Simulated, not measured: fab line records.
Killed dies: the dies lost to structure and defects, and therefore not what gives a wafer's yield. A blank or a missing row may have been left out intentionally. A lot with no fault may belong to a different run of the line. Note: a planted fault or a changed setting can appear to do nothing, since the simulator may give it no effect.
One fault through the eyes of 2 desks ; flow gf180mcu ; what lay behind the numbers comes last; until then each desk has only its own

AT THE TOOL OWNER'S DESK: plasma-asher-02
The tool's own readings at GF_V1_STRIP_18 (strips in O2/N2): means of the sampled wafers that have a number, for each lot that ran on this tool. If a lot's mean is further than 4 standard deviations from the usual mean, the lot is out of limits and carries the mark OUT (the distance appears in the brackets).
Columns: A = drypump-motor-current-A at GF_V1_STRIP_18, usual 6.0 A; B = heater-power-w at GF_V1_STRIP_18, usual 325 W; C = oes-product-au at GF_V1_STRIP_18, usual 0.592 a.u.
lot;first seen here;A;B;C
L420;day 18 05:47;6.0;347;0.594
L424;day 19 20:44;6.0;343;0.589
L426;day 20 16:56;5.8;328;0.595
L427;day 21 03:35;5.8;333;0.591
L437;day 24 08:38;6.0;339;0.591
L440;day 25 11:05;6.0;339;0.593
L443;day 26 05:08;5.8;330;0.594
Result from this desk: across the 7 lots, nothing is out of limits.

AT THE METROLOGY DESK
What the gauges read, lot by lot, whatever tool the lot ran on: means of the sampled wafers that have a number. If a lot's mean is further than 4 standard deviations from the usual mean, the lot is out of limits and carries the mark OUT (the distance appears in the brackets).
Columns: A = V3_CVD_00_THK at GF_V3_THK_MEAS_01, usual 596 nm; B = V3_BOW at GF_V3_BOW_MEAS_05, usual 117 um; C = TOP_METAL_OVL at GF_TOP_METAL_OVL_MEAS_15, usual 1.1 nm
lot;first seen here;A;B;C
L420;day 21 11:28;586;115;0.3
L422;day 22 04:22;600;123;1.3
L424;day 23 01:28;601;120;2.1
L425;day 23 06:48;601;111;-0.6
L426;day 23 20:25;592;124;2.2
L427;day 24 05:43;600;126;0.4
L431;day 25 10:01;599;125;1.8
L434;day 26 07:11;590;127;-1.1
L437;day 27 04:59;602;99;3.0
L438;day 27 11:10;598;120;1.8
L439;day 28 01:32;597;111;1.0
L440;day 28 05:54;597;117;-1.2
L443;day 28 22:53;591;123;-0.2
Result from this desk: across the 13 lots, nothing is out of limits.

BROUGHT TOGETHER
The desk of the tool owner found nothing out of limits.
Metrology desk: nothing out of limits seen.

WHAT HAD BEEN PUT IN BY THE SIMULATOR
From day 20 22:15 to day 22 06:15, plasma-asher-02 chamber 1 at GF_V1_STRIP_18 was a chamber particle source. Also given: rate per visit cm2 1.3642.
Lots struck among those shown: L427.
